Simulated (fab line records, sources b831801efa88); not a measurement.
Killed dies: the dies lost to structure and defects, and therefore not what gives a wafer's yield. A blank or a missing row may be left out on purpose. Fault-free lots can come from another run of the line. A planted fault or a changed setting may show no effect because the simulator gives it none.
fab line records	flow gf180mcu
record: lots: 13	wafers: 39	last_day: 34
route steps=602 shown POLY_GATE@169 PSD@259 SALICIDE@283 V1@359
lots that met no fault: taken from a fault-free run of the same line
start_h: start of the lot's first displayed wafer, in hours after the record's first day	wait_h: hours elapsed since this lot's preceding step	" identical to the entry in the row above	L1.1+2: a row that stands for several wafers	- no value present, or no start provided	* or withheld: withheld	< > ~ a bound
route shown NAME@n: NAME is a module with steps in the file, n the number in the route of the first one	usual: average and standard deviation across the fault-free wafers	same: alike in all rows	chamber/n: place in a boat	sites: per-site readings	_std_site: standard deviation across them	_edge_site: inner sites' mean taken away from outer sites' mean	radius_mm: how far each site lies from the wafer's centre	mask NAME#n: copy n	behind: tool/chamber where the wafer was last shaped	hold: why the lot went on hold/how many hours it stayed there/how the hold came to an end	device: whichever transistor did not switch (one of n, p or np)	end of line: at the end of the route, the tests of the same wafers	a step with no rows: only its recipe	killed: the dies lost at the first sort to structure and to defects; this is not the yield of the wafer	map: dies across one wafer; x = killed, . = not, _ = none there
set.NAME: the run value of the setting; set.NAME@STEP: its run value at that earlier step	model.NAME: the simulator's own value behind a step, which no gauge read
a sample of lots followed through the steps of the route, with each step as a table and each wafer as a row
services: when a tool's chamber went out of use (start_h, in hours from the record's first day, below 0 if earlier), for how many hours, and the reason
== steps ==
step: GF_POLY_GATE_ETCH_12
recipe: chemistry: N2/H2	target_depth_a: withheld	overetch_a: withheld	time_s: withheld	target: BARC	ion_energy_ev: 204.8	source_w: 500	bias_w: 100	pressure_mtorr: 30	n2_flow_sccm: 100	h2_flow_sccm: 200
usual: drypump_motor_current_A: 5.9/0.52	oes_product_au: 0.735/0.0049	rf_fwd_power_W: 496.4/2	throttle_valve_pct: 13.214/0.0087
lot.wafer	tool	chamber	start_h	wait_h	drypump_motor_current_A	oes_product_au	rf_fwd_power_W	throttle_valve_pct
L519.2	rie_diel-01	1	202.96	0.0	6.0	0.732	494.7	13.228
L519.4	"	2	"	"	4.8	0.742	498.2	13.209
L519.6	"	1	"	"	6.0	0.727	493.9	13.209
L524.1	rie_diel-01	2	233.12	0.0	4.8	0.733	497.5	13.220
L524.3	"	3	"	"	6.1	0.737	495.6	13.216
L524.6	"	1	"	"	6.0	0.733	493.0	13.208
L525.4	rie_diel-01	2	243.02	0.0	4.8	0.733	495.0	13.221
L525.5	"	1	"	"	6.0	0.735	496.2	13.216
L525.6	"	0	"	"	5.6	0.737	494.5	13.209
L526.2	rie_diel-03	3	243.23	0.0	6.0	0.732	497.6	13.208
L526.3	"	0	"	"	6.8	0.737	495.3	13.212
L526.5	"	1	"	"	5.7	0.731	497.3	13.214
L527.1	rie_diel-01	2	251.27	0.0	4.8	0.732	499.3	13.227
L527.2	"	3	"	"	6.1	0.738	493.5	13.220
L527.4	"	0	"	"	5.6	0.735	294.3	13.233
L528.3	rie_diel-02	2	265.46	0.0	6.7	0.733	498.8	13.231
L528.4	"	3	"	"	5.8	0.731	496.1	13.226
L528.6	"	0	"	"	5.8	0.730	496.4	13.209
L529.2	rie_diel-01	1	270.52	0.0	6.0	0.743	493.9	13.210
L529.3	"	0	"	"	5.6	0.732	292.9	13.198
L529.4	"	3	"	"	6.1	0.730	491.4	13.207
L536.1	rie_diel-02	0	320.63	0.0	5.8	0.743	498.2	13.213
L536.3	"	1	"	"	5.7	0.729	493.5	13.216
L536.6	"	2	"	"	6.6	0.739	499.8	13.195
L537.1	rie_diel-03	2	326.71	0.0	5.3	0.735	498.6	13.213
L537.2	"	1	"	"	5.7	0.735	494.0	13.218
L537.6	"	1	"	"	5.8	0.730	496.2	13.237
L538.1	rie_diel-01	2	333.28	0.0	4.8	0.742	498.9	13.213
L538.2	"	1	"	"	6.0	0.732	493.7	13.203
L538.5	"	0	"	"	5.6	0.724	496.8	13.200
L539.3	rie_diel-03	3	342.77	0.0	6.0	0.739	499.4	13.217
L539.4	"	0	"	"	6.7	0.743	497.4	13.208
L539.5	"	0	"	"	6.6	0.731	495.2	13.219
L541.1	rie_diel-03	2	355.48	0.0	5.3	0.728	496.7	13.237
L541.5	"	3	"	"	6.0	0.746	497.4	13.223
L541.6	"	0	"	"	6.7	0.728	495.5	13.206
L542.1	rie_diel-02	3	359.43	0.0	5.8	0.738	498.3	13.209
L542.3	"	2	"	"	6.6	0.732	496.9	13.200
L542.4	"	1	"	"	5.7	0.727	494.9	13.215
step: GF_POLY_GATE_CD_MEAS_18
usual: cd_nm: 280.0/1.5
lot.wafer	tool	chamber	start_h	wait_h	cd_nm
L519.2	cd_sem-01	-	204.62	0.1	282.2
L519.4	"	-	"	"	280.5
L519.6	"	-	"	"	281.8
L524.1	cd_sem-02	-	234.69	0.1	277.9
L524.3	"	-	"	"	280.5
L524.6	"	-	"	"	281.2
L526.2	cd_sem-02	-	244.85	0.1	277.9
L526.3	"	-	"	"	277.1
L526.5	"	-	"	"	278.6
L525.4	cd_sem-01	-	244.90	0.1	279.9
L525.5	"	-	"	"	278.2
L525.6	"	-	"	"	278.3
L527.1	cd_sem-02	-	252.90	0.1	279.5
L527.2	"	-	"	"	281.4
L527.4	"	-	"	"	285.4
L528.3	cd_sem-02	-	267.88	0.1	280.1
L528.4	"	-	"	"	280.9
L528.6	"	-	"	"	281.8
L529.2	cd_sem-01	-	274.36	0.1	280.8
L529.3	"	-	"	"	284.9
L529.4	"	-	"	"	281.0
L536.1	cd_sem-01	-	322.79	0.1	281.2
L536.3	"	-	"	"	282.1
L536.6	"	-	"	"	280.8
L537.1	cd_sem-01	-	329.57	0.1	277.9
L537.2	"	-	"	"	279.3
L537.6	"	-	"	"	280.0
L538.1	cd_sem-01	-	334.85	0.1	281.8
L538.2	"	-	"	"	280.4
L538.5	"	-	"	"	281.6
L539.3	cd_sem-01	-	346.62	0.1	281.3
L539.4	"	-	"	"	282.6
L539.5	"	-	"	"	280.1
L541.1	cd_sem-02	-	359.21	0.1	281.9
L541.5	"	-	"	"	283.4
L541.6	"	-	"	"	281.5
L542.1	cd_sem-02	-	361.39	0.1	279.7
L542.3	"	-	"	"	279.4
L542.4	"	-	"	"	280.0
step: GF_PSD_TW_MEAS_11
usual: PSD_TW: 3172/29
lot.wafer	tool	chamber	start_h	wait_h	PSD_TW
L519.2	film_metro-01	-	322.15	0.1	3194
L519.4	"	-	"	"	3225
L519.6	"	-	"	"	3222
L524.1	film_metro-01	-	359.55	0.1	3222
L524.3	"	-	"	"	3213
L524.6	"	-	"	"	3200
L525.4	film_metro-04	-	370.36	0.1	3169
L525.5	"	-	"	"	3144
L525.6	"	-	"	"	3150
L526.2	film_metro-03	-	372.44	0.1	3144
L526.3	"	-	"	"	3155
L526.5	"	-	"	"	3151
L527.1	film_metro-03	-	381.50	0.1	3140
L527.2	"	-	"	"	3147
L527.4	"	-	"	"	3137
L528.3	film_metro-04	-	399.04	0.1	3163
L528.4	"	-	"	"	3173
L528.6	"	-	"	"	3162
L529.2	film_metro-03	-	406.86	0.1	3189
L529.3	"	-	"	"	3157
L529.4	"	-	"	"	3170
L536.1	film_metro-04	-	463.89	0.1	3140
L536.3	"	-	"	"	3154
L536.6	"	-	"	"	3150
L537.1	film_metro-03	-	473.73	0.1	3185
L537.2	"	-	"	"	3171
L537.6	"	-	"	"	3175
L538.1	film_metro-04	-	475.88	0.1	3147
L538.2	"	-	"	"	3161
L538.5	"	-	"	"	3153
L539.3	film_metro-03	-	489.89	0.1	3140
L539.4	"	-	"	"	3161
L539.5	"	-	"	"	3151
L541.1	film_metro-01	-	503.27	0.1	3211
L541.5	"	-	"	"	3204
L541.6	"	-	"	"	3196
L542.1	film_metro-03	-	514.62	0.1	3149
L542.3	"	-	"	"	3168
L542.4	"	-	"	"	3157
step: GF_SALICIDE_THK_MEAS_05
recipe: thk_meas_gauge: xrf	reads: TiN_of_SALICIDE_SPUTTER_03
usual: SALICIDE_TIN_THK: 20.18/0.23
lot.wafer	tool	chamber	start_h	wait_h	SALICIDE_TIN_THK[nm]
L519.2	film_metro-02	-	343.98	0.1	20.39
L519.4	"	-	"	"	20.40
L519.6	"	-	"	"	20.44
L524.1	film_metro-01	-	382.29	0.1	20.21
L524.3	"	-	"	"	20.00
L524.6	"	-	"	"	19.92
L525.4	film_metro-01	-	393.86	0.1	19.97
L525.5	"	-	"	"	19.81
L525.6	"	-	"	"	19.71
L526.2	film_metro-01	-	396.30	0.1	20.04
L526.3	"	-	"	"	19.95
L526.5	"	-	"	"	19.80
L527.1	film_metro-04	-	405.79	0.1	19.94
L527.2	"	-	"	"	19.78
L527.4	"	-	"	"	19.94
L528.3	film_metro-04	-	423.49	0.1	20.12
L528.4	"	-	"	"	20.34
L528.6	"	-	"	"	20.13
L529.2	film_metro-02	-	431.46	0.1	20.50
L529.3	"	-	"	"	20.32
L529.4	"	-	"	"	20.41
L536.1	film_metro-04	-	488.39	0.1	20.14
L536.3	"	-	"	"	20.08
L536.6	"	-	"	"	20.05
L537.1	film_metro-04	-	498.23	0.1	20.31
L537.2	"	-	"	"	20.28
L537.6	"	-	"	"	20.31
L538.1	film_metro-04	-	500.81	0.1	19.98
L538.2	"	-	"	"	19.86
L538.5	"	-	"	"	20.13
L539.3	film_metro-02	-	514.97	0.1	20.71
L539.4	"	-	"	"	20.46
L539.5	"	-	"	"	20.52
L541.1	film_metro-02	-	527.07	0.1	20.45
L541.5	"	-	"	"	20.41
L541.6	"	-	"	"	20.56
L542.1	film_metro-02	-	538.31	0.1	20.10
L542.3	"	-	"	"	19.93
L542.4	"	-	"	"	19.87
step: GF_V1_RS_MEAS_24
recipe: thk_meas_gauge: four-point-probe	reads: W_of_V1_CVD_23+TiN_of_V1_SPUTTER_22+Ti_of_V1_SPUTTER_21
usual: V1_W_RS: 0.329/0.0032
lot.wafer	tool	chamber	start_h	wait_h	V1_W_RS[ohm/sq]
L519.2	film_metro-02	-	416.55	0.1	0.327
L519.4	"	-	"	"	0.329
L519.6	"	-	"	"	0.327
L524.1	film_metro-03	-	459.93	0.1	0.325
L524.3	"	-	"	"	0.328
L524.6	"	-	"	"	0.328
L525.4	film_metro-03	-	470.03	0.1	0.335
L525.5	"	-	"	"	0.332
L525.6	"	-	"	"	0.333
L526.2	film_metro-04	-	472.67	0.1	0.327
L526.3	"	-	"	"	0.324
L526.5	"	-	"	"	0.329
L527.1	film_metro-04	-	483.48	0.1	0.328
L527.2	"	-	"	"	0.327
L527.4	"	-	"	"	0.326
L528.3	film_metro-03	-	501.00	0.1	0.329
L528.4	"	-	"	"	0.324
L528.6	"	-	"	"	0.331
L529.2	film_metro-02	-	508.60	0.1	0.328
L529.3	"	-	"	"	0.326
L529.4	"	-	"	"	0.329
L536.1	film_metro-04	-	561.25	0.1	0.326
L536.3	"	-	"	"	0.325
L536.6	"	-	"	"	0.327
L537.1	film_metro-03	-	570.43	0.1	0.329
L537.2	"	-	"	"	0.324
L537.6	"	-	"	"	0.328
L538.1	film_metro-03	-	572.64	0.1	0.327
L538.2	"	-	"	"	0.329
L538.5	"	-	"	"	0.326
L539.3	film_metro-04	-	587.26	0.1	0.325
L539.4	"	-	"	"	0.325
L539.5	"	-	"	"	0.328
L541.1	film_metro-02	-	597.13	0.1	0.333
L541.5	"	-	"	"	0.331
L541.6	"	-	"	"	0.329
L542.1	film_metro-03	-	608.87	0.1	0.339
L542.3	"	-	"	"	0.334
L542.4	"	-	"	"	0.334
== services ==
tool	chamber	start_h	hours	kind
rie_diel-01	0	186.01	-	clean
rie_diel-01	0	186.01	15.5	scheduled_down
rie_diel-01	0	186.01	15.5	vent_cycle
rie_diel-01	-	190.65	0.3	repair
rie_diel-01	3	195.58	16.1	repair
rie_diel-02	1	196.29	-	clean
rie_diel-02	1	196.29	27.7	scheduled_down
rie_diel-02	1	196.29	27.7	vent_cycle
rie_diel-02	-	208.57	0.4	repair
rie_diel-03	3	220.30	4.9	repair
rie_diel-02	3	223.95	-	clean
rie_diel-02	3	223.95	15.2	scheduled_down
rie_diel-02	3	223.95	15.2	vent_cycle
rie_diel-03	0	258.03	2.8	repair
rie_diel-02	3	325.37	9.6	repair
== key ==
first_sign: step: GF_POLY_GATE_ETCH_12	reading: rf_fwd_power_W	direction: down	sigmas: 99+	usual: 496.4	struck: 293.6
effect: step: GF_POLY_GATE_CD_MEAS_18	reading: cd_nm	direction: up	sigmas: 3.4	usual: 280.0	struck: 285.2
met_at GF_POLY_GATE_ETCH_12
struck_lots L527,L529
struck_wafers L527.4,L529.3
tester_left_out L527,L529
not_acting_at GF_PSD_TW_MEAS_11,GF_SALICIDE_THK_MEAS_05,GF_V1_RS_MEAS_24
onset_between 243.02 251.27
fault: kind: process_parameter_drift	tool: rie_diel-01	chamber: 0	onset_h: 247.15	steps: GF_POLY_GATE_ETCH_12	channel: source_w	offset: -200	shape: step	end_h: 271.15	acts_in: these_recipes_only	stated: 500
tester_left_out: of these lots the tester's yield and bins aren't shown, on N5 and GAA mostly nor the transistor test; their killed dies are dies lost to structure and defects alone, not to doping, threshold or leakage, so they don't give the yield
